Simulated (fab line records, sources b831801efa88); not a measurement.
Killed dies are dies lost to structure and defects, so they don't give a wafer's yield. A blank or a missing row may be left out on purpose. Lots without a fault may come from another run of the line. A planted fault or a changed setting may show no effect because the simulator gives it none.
A struck lot beside a sound one | flow sky130 | 17 steps out of a route of 708
Sound: wafers L382.2, L382.3, L382.5. Struck: wafers L384.1, L384.3, L384.6. The cause comes at the end.
At each step with rows: each side's tool, then ch and its chambers, then its first start. Under that, the readings that differ: sound wafers | struck wafers | difference of the means | sigmas: that difference in standard deviations of wafers without a fault.
alike: readings whose means differ by less than 2 such deviations, and words and numbers that are the same on both sides. not compared: withheld readings, readings that some wafer has no value for, bounds like >300 that may hide the same value, and numbers for which the record gives no deviation and whose values overlap.
The two part at a step that has a row with sigmas, a row that says differs or no value, or rows on one side only. Numbers that don't overlap but have no deviation are shown without sigmas and don't part them. A reading that every wafer of one side lacks parts them only if that side has two wafers or more.

first, 1 step without rows for these wafers: SKY_VT_ADJUST_LVTN_IMPLANT_19.
SKY_VT_ADJUST_LVTN_STRIP_20: strips in O2/N2.
  sound on plasma_asher-03 ch 0,1, day 9 15:55; struck on plasma_asher-01 ch 1, day 10 07:31
  reading                      | sound             | struck            | difference | sigmas
  strip_time_to_endpoint_s (s) | 14.26 14.20 14.22 | 14.11 14.12 14.11 | -0.11      | -2
  alike: drypump_motor_current_A, oes_product_au
  not compared: rf_hours_counter_h
SKY_VT_ADJUST_LVTN_TW_MEAS_21:
  sound on film_metro-03, day 9 16:02; struck on film_metro-04, day 10 07:37
  alike: VT_ADJUST_LVTN_2_TW
then, 3 steps without rows for these wafers: SKY_VT_ADJUST_NCORE_DEHYDRATE_00 (time 60 s); SKY_VT_ADJUST_NCORE_HMDS_01 (prime time 60 s); SKY_VT_ADJUST_NCORE_COAT_02 (resist thk 1140 nm).
SKY_VT_ADJUST_NCORE_SOFTBAKE_03: time 61.41 s.
  sound on litho_track-01 ch 0, day 10 02:37; struck on litho_track-02 ch 0, day 10 18:47
  reading                     | sound                | struck               | difference | sigmas
  plate_sensor_t_centre_C (C) | 90.765 90.780 90.766 | 90.747 90.740 90.736 | -0.029     | -3
  alike: plate_sensor_t_edge_C
then, 3 steps without rows for these wafers: SKY_VT_ADJUST_NCORE_EXPOSE_04 (exposes mask LVTN COMPLEMENT THIN, target cd 380 nm); SKY_VT_ADJUST_NCORE_PEB_05; SKY_VT_ADJUST_NCORE_DEVELOP_06 (develop time 60 s).
SKY_VT_ADJUST_NCORE_CD_MEAS_07: target cd 380 nm.
  sound on cd_sem-02, day 10 14:19; struck on cd_sem-01, day 11 06:34
  alike: cd_nm
SKY_VT_ADJUST_NCORE_OVL_MEAS_08:
  sound on overlay-01, day 10 14:25; struck on overlay-02, day 11 06:41
  alike: VT_ADJUST_NCORE_OVL
SKY_VT_ADJUST_NCORE_IMPLANT_09:
  sound on implanter-01 ch 0, day 10 14:28; struck on implanter-02 ch 0, day 11 06:44
  reading                   | sound              | struck               | difference | sigmas
  beam_energy_keV           | 9.999 10.002 9.997 | 12.407 12.407 12.406 | +2.407     | +99 or more
  model.implant.rp_nm (nm)  | 33.82 33.82 33.82  | 40.63 40.63 40.63    | +6.81      |
  model.implant.drp_nm (nm) | 17.11 17.11 17.11  | 19.97 19.97 19.97    | +2.86      |
SKY_VT_ADJUST_NCORE_STRIP_10: strips in O2/N2.
  sound on plasma_asher-01 ch 0,1, day 10 14:36; struck on plasma_asher-01 ch 1, day 11 06:53
  alike: drypump_motor_current_A, oes_product_au, strip_time_to_endpoint_s
  not compared: rf_hours_counter_h
SKY_VT_ADJUST_NCORE_TW_MEAS_11:
  sound on film_metro-01, day 10 14:43; struck on film_metro-03, day 11 06:59
  reading            | sound             | struck            | difference | sigmas
  VT_ADJUST_NCORE_TW | 219.7 218.7 221.1 | 228.9 229.7 229.6 | +9.6       | +8
then, 1 step without rows for these wafers: SKY_VT_ADJUST_HVTR_DEHYDRATE_00 (time 60 s).
-- the record jumps here: 37 days lie between the struck wafers' starts before and after (it left off in module VT_ADJUST_HVTR and takes up again in module PAD_OPEN, whose first step shown is number 708 of the route) --
SKY_PAD_OPEN_PROBE_99:
  sound on prober-02, day 47 13:16; struck on prober-02, day 48 06:56
  reading                                    | sound                         | struck                        | difference | sigmas
  model.etest.nfet_16v.r_on_ohm_um           | 1.433e+04 1.428e+04 1.422e+04 | 1.468e+04 1.446e+04 1.454e+04 | +2.833e+02 |
  model.etest.res_pwell_under_gate.rs_ohm_sq | 2262 2256 2291                | 2232 2251 2244                | -27        |
  model.etest.pfet_g5v0d10v5.off_log10_a_um  | -12.18 -12.34 -12.4           | -11.58 -11.6 -11.75           | +0.66      |
  model.etest.pfet_g5v0d10v5.vt_sat_v (V)    | -0.5978 -0.6172 -0.6276       | -0.5453 -0.566 -0.5875        | +0.0479    |
  model.etest.pfet_16v.vt_v (V)              | -1.078 -1.072 -1.075          | -1.052 -1.05 -1.06            | +0.021     |
  model.etest.pfet_g5v0d10v5.vt_long_v (V)   | -0.91 -0.9086 -0.9108         | -0.8956 -0.8942 -0.9016       | +0.0127    |
  model.etest.nfet_16v.body_rise_v (V)       | 0.694 0.6895 0.6917           | 0.7177 0.6997 0.7088          | +0.0170    |
  alike: killed_at_M0_to_M3, killed_at_M4_up, killed_at_contacts, killed_at_front_end, killed_at_other, killed_dies, killed_open, killed_short
  not compared: model.etest.pfet_g5v0d10v5.vt_v

WHERE THEY PART
First at SKY_VT_ADJUST_LVTN_STRIP_20; last, within this record, at SKY_VT_ADJUST_NCORE_TW_MEAS_11. Later steps at which nothing parts them and some readings are alike: SKY_PAD_OPEN_PROBE_99.

WHY: what the simulator had put in
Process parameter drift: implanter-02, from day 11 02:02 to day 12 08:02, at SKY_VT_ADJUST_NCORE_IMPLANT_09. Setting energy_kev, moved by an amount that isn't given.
